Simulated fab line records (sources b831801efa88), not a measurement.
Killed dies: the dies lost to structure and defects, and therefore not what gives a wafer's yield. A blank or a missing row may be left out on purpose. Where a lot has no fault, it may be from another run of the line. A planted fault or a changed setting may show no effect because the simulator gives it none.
A struck lot beside a sound one -- flow sky130 -- 14 steps out of a route of 708
Sound: wafers L192.2, L192.4, L192.6. Wafers struck: L188.1, L188.3, L188.6. At the end, the cause is stated.
Per side, at each step with rows, come the tool, then ch with its chambers, and then its first start. Under that, the readings that differ: sound wafers -- struck wafers -- difference of the means -- sigmas: that difference in standard deviations of wafers without a fault.
alike: a reading whose means differ by less than 2 such deviations, as well as words and numbers matching on both sides. not compared: withheld readings; readings where some wafer has no value; bounds like >300 that might hide an equal value; numbers whose values overlap and for which the record gives no deviation.
Wherever a step has rows on one side only, a row that says differs or no value, or a row with sigmas, the two part there. Non-overlapping numbers with no deviation appear without sigmas and do not part them. Lack of a reading on every wafer of one side parts them only where that side has two or more wafers.

SKY_VIA1_CD_MEAS_12: the cd target is 150 nm.
  sound on cdSem-01, day 41 12:55; struck on cdSem-01, day 39 05:14
  alike: cdNm
SKY_VIA1_OVL_MEAS_13:
  sound on overlay-02, day 41 13:01; struck on overlay-01, day 39 05:21
  alike: VIA1_OVL
SKY_VIA1_ETCH_14: etches BARC in N2/H2, stops on SiO2, time 45.9 s, target depth 60 nm.
  sound on rieDiel-01 ch 0,3, day 41 13:02; struck on rieDiel-01 ch 1,2, day 39 05:23
  alike: biasW, drypumpMotorCurrentA, oesProductAu, throttleValvePct
  not compared: rfHoursCounterH
SKY_VIA1_ETCH_15: etches SiO2 in C4F8/O2/Ar, stops on TiN, target depth 351 nm, time 54 s.
  sound on rieDiel-01 ch 0,3, day 41 13:05; struck on rieDiel-01 ch 1,2, day 39 05:26
  alike: biasW, oesProductAu
SKY_VIA1_STRIP_16: strips in O2/N2.
  sound on plasmaAsher-02 ch 0, day 41 13:08; struck on plasmaAsher-01 ch 0,1, day 39 05:29
  alike: drypumpMotorCurrentA, oesProductAu, stripTimeToEndpointS
  not compared: rfHoursCounterH
then, 3 steps without rows for these wafers: SKY_VIA1_STRIP_17 (strips in post etch residue remover, time 1200 s); SKY_VIA1_CLEAN_18 (cleans in IPA, time 180 s); SKY_VIA1_CLEAN_19 (cleans in O3/DIW).
SKY_VIA1_SPUTTER_20: material TiN, target thk 20 nm, time 80 s.
  sound on pvdSputter-01, day 41 13:43; struck on pvdSputter-01, day 39 06:04
  alike: throttleValvePct
SKY_VIA1_CVD_21: deposits W, target thk 270 nm, time 80.902 s.
  sound on cvdW-02 ch 0,1, day 41 13:47; struck on cvdW-01 ch 1, day 39 06:08
  alike: chamberPressureTorr, heaterPowerW
SKY_VIA1_RS_MEAS_22: the measuring method here is four-point-probe.
  sound on filmMetro-03, day 41 13:54; struck on filmMetro-01, day 39 06:13
  alike: VIA1_W_RS
SKY_VIA1_THK_MEAS_23: measures by xrf.
  sound on filmMetro-03, day 41 14:01; struck on filmMetro-01, day 39 06:20
  alike: VIA1_W_THK
SKY_VIA1_CMP_24: polishes, stops on SiO2, t overpolish 15 s, target thk 0 nm.
  sound on cmp-02 ch 2,3, day 41 14:04; struck on cmp-01 ch 0,1, day 39 06:27
  no value came back on the struck wafers for any of 6 readings (edgeZonePressureFrac, headPressurePsi (psi) and others); on the sound wafers edgeZonePressureFrac reads 0.998 0.998 0.997
reading,sound,struck,difference,sigmas
model.W_of_VIA1_CVD_21.thkNm (nm),0 0 0,264.6 262.2 261.9,+262.9,
model.SiO2_of_VIA1_HDPCVD_00.thkNm (nm),341.6 340.9 341.6,345.2 344 345.5,+3.5,
-- the record jumps here: 11 days lie between the struck wafers' starts before and after (it left off in module VIA1 and takes up again in module PAD_OPEN, whose first step shown is number 708 of the route) --
SKY_PAD_OPEN_PROBE_99:
  record: rows for the struck wafers here (prober-01, day 49 19:24), none for the sound ones

## WHERE THEY PART
Last at SKY_PAD_OPEN_PROBE_99 as far as this record goes, first at SKY_VIA1_CMP_24.

WHY: what had been put in by the simulator
Entire step skipped (cmp-01, SKY_VIA1_CMP_24), from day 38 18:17 onward. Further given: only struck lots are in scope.
